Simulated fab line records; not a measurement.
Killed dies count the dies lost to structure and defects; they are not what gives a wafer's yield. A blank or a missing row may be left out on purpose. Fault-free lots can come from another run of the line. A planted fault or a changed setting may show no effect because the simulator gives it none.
What tool caused it? + flow gf180mcu + 8 lots with 24 wafers sampled at 4 steps, on a route of 602 steps

## WHAT EACH GAUGE READ, for each wafer
GF_MVPSD_OVL_MEAS_07.
| lot  | measured    | on         | MVPSD_OVL (nm) |
|------|-------------|------------|----------------|
| L207 | day 5 02:46 | overlay-01 | 1.9 -0.3 0.0   |
| L208 | day 5 05:59 | overlay-02 | 0.0 1.5 -0.2   |
| L209 | day 5 14:59 | overlay-01 | 2.0 1.8 2.2    |
| L210 | day 5 19:07 | overlay-01 | 0.8 0.3 -1.4   |
| L211 | day 5 22:08 | overlay-02 | -1.8 0.5 0.6   |
| L212 | day 6 04:13 | overlay-01 | -0.6 2.8 0.5   |
| L213 | day 6 11:10 | overlay-02 | 0.2 -0.6 0.1   |
| L214 | day 6 16:13 | overlay-02 | 1.2 1.4 1.0    |

GF_VT_IMPLANT_TW_MEAS_32.
| lot  | measured    | on            | VT_IMPLANT_3_TW   |
|------|-------------|---------------|-------------------|
| L207 | day 6 23:37 | film-metro-02 | 265.4 265.6 266.4 |
| L208 | day 7 02:28 | film-metro-02 | 266.3 266.1 265.5 |
| L209 | day 7 12:48 | film-metro-02 | 265.4 265.2 264.5 |
| L210 | day 7 17:20 | film-metro-02 | 266.5 264.7 266.2 |
| L211 | day 7 21:14 | film-metro-02 | 410.5 411.5 410.0 |
| L212 | day 8 02:24 | film-metro-02 | 412.0 410.5 411.8 |
| L213 | day 8 09:44 | film-metro-01 | 418.5 418.1 413.1 |
| L214 | day 8 15:55 | film-metro-02 | 410.8 409.6 412.2 |

## EACH LOT AND THE TOOL THAT RAN IT (in order: tool; ch and the chambers of the sampled wafers; start)
| lot  | GF_LVPWELL_STRIP_10                 | GF_VT_IMPLANT_IMPLANT_30       |
|------|-------------------------------------|--------------------------------|
| L207 | plasma-asher-02 ch 0,1, day 4 00:06 | implanter-04 ch 0, day 6 23:22 |
| L208 | plasma-asher-02 ch 0,1, day 4 02:08 | implanter-01 ch 0, day 7 02:13 |
| L209 | plasma-asher-04 ch 0,1, day 4 11:07 | implanter-04 ch 0, day 7 12:35 |
| L210 | plasma-asher-03 ch 0,1, day 4 15:12 | implanter-01 ch 0, day 7 17:05 |
| L211 | plasma-asher-03 ch 0,1, day 4 18:11 | implanter-01 ch 0, day 7 21:01 |
| L212 | plasma-asher-04 ch 0,1, day 5 00:23 | implanter-01 ch 0, day 8 02:09 |
| L213 | plasma-asher-03 ch 0,1, day 5 06:02 | implanter-01 ch 0, day 8 09:31 |
| L214 | plasma-asher-02 ch 0,1, day 5 10:18 | implanter-02 ch 0, day 8 15:40 |
- GF_LVPWELL_STRIP_10: strips in O2/N2.
- GF_VT_IMPLANT_IMPLANT_30

## AS READ BY THE TOOLS THEMSELVES (means over the sampled wafers that have a number; for cases with no such wafer, the mark the record gives instead)
GF_LVPWELL_STRIP_10.
| lot  | tool            | drypump-motor-current-A (A) | heater-power-w (W) | oes-product-au (a.u.) | strip-time-to-endpoint-s (s) |
|------|-----------------|-----------------------------|--------------------|-----------------------|------------------------------|
| L207 | plasma-asher-02 | 5.17                        | 320                | 0.720                 | 37.00                        |
| L208 | plasma-asher-02 | 5.17                        | 315                | 0.724                 | 36.86                        |
| L209 | plasma-asher-04 | 5.35                        | 294                | 0.725                 | 36.85                        |
| L210 | plasma-asher-03 | 5.43                        | 297                | 0.718                 | 37.05                        |
| L211 | plasma-asher-03 | 5.64                        | 294                | 0.724                 | 36.84                        |
| L212 | plasma-asher-04 | 5.42                        | 287                | 0.719                 | 36.94                        |
| L213 | plasma-asher-03 | 5.43                        | 298                | 0.720                 | 36.81                        |
| L214 | plasma-asher-02 | 5.39                        | 331                | 0.723                 | 36.96                        |

GF_VT_IMPLANT_IMPLANT_30.
| lot  | tool         | beam-energy-keV |
|------|--------------|-----------------|
| L207 | implanter-04 | 25.003          |
| L208 | implanter-01 | 25.007          |
| L209 | implanter-04 | 24.991          |
| L210 | implanter-01 | 25.010          |
| L211 | implanter-01 | 24.994          |
| L212 | implanter-01 | 24.998          |
| L213 | implanter-01 | 24.995          |
| L214 | implanter-02 | 25.006          |

## THE ANSWER, worked out from the rows above alone
Rule: the usual values come from the lots themselves. Put in order of their means at a reading, lots are off if they are a third of the lots or fewer, leave a main group of 4 or more, and stand apart from it by a gap of 3 or more times the standard deviation of the main group's means; of several such gaps the widest counts. The tables above print the reading to a certain number of digits; a main group whose means all agree to those digits is not used. A lot without any number at a reading at which 4 lots or more have one is off too. Any other lot the step has rows for is counted as sound. Order of review: gauges by route order, followed by the tools' own readings, for which a lot's mean as printed above is used. At the first step where some lot is off, the reading lying furthest off is the one used; lots without a number count as furthest.
None of the lots is off at any reading shown; this tells nothing.

## WHAT HAD BEEN PUT IN BY THE SIMULATOR
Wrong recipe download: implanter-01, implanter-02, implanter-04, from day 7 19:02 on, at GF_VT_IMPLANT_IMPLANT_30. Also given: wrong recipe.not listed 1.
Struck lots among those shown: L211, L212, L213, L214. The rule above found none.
